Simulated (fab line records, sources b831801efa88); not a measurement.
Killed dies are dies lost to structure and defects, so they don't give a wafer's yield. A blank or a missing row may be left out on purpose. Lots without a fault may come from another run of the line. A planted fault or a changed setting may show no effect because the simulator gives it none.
Problem report in the 8D (eight disciplines) form, filled by code | flow sky130 | the parts of the form that need people (team, actions taken, sign-off) are left out

1. THE PROBLEM
tilt_deg at SKY_LDD_N_IMPLANT_13 reads a mean of 0.010 degrees on 6 wafers of 2 lots; wafers without a fault read 29.999 degrees with a standard deviation of 0.019. That is -99 or more standard deviations from the usual mean.
First seen on wafer L769.2, day 21 19:24, on implanter-02. The record holds 36 wafers of 12 lots with a number at this step. Rule for "out", or "out of limits": more than 4 standard deviations from the usual mean. The other wafers with a number count as sound.

2. WHAT IT IS AND WHAT IT IS NOT
question                    | is                     | is not
which readings at this step | tilt_deg               | -
which lots                  | L769, L770             | L758, L759, L760, L764, L771, L774, L775, L776, L778, L780
which wafers of those lots  | all that have a number | -
read on which tools         | implanter-02           | implanter-01, implanter-04
when                        | from day 21 19:24      | up to then (12 sound wafers); but 18 sound wafers of L771, L774, L775, L776, L778, L780 came after

3. SUSPECTS, AND WHAT RULES EACH OUT
Counting: a tool at a process step up to the reading stays a suspect if it ran every lot that is out and no sound lot after the first of them.
- plasma_asher-01 at SKY_VT_ADJUST_NCORE_STRIP_10 (strips in O2/N2): ruled out as a lasting fault. Sound lots L775 ran on it after its first lot that is out, L769 (day 11 20:51).
- implanter-02 at SKY_LDD_N_IMPLANT_13: ruled out as a lasting fault. Sound lots L775 ran on it after its first lot that is out, L769 (day 21 19:24).
Left after counting: nothing in the record.

4. THE CAUSE (what the simulator had put in)
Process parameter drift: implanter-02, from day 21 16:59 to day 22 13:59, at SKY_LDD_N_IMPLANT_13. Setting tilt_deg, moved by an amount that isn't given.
Counting ruled it out, wrongly.

5. THE CHAIN OF EFFECTS, in route order
Each row: a reading whose mean over the struck wafers that have a number lies more than 3 standard deviations from the usual. Only readings for which the record gives a usual standard deviation are gone through. hours: the time from each lot's start at the first step in this table that gives one to its start at this step, as a median over the lots. sigmas: the change in usual standard deviations.
hours | step                 | reading  | usual          | on struck wafers | change  | sigmas
0     | SKY_LDD_N_IMPLANT_13 | tilt_deg | 29.999 degrees | 0.010            | -29.989 | -99 or more
The process steps in it:
- SKY_LDD_N_IMPLANT_13

6. WHAT WOULD HAVE CAUGHT IT SOONER
In this record the first reading out of limits was taken at day 21 19:24, 2 hours after the fault began at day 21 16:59.
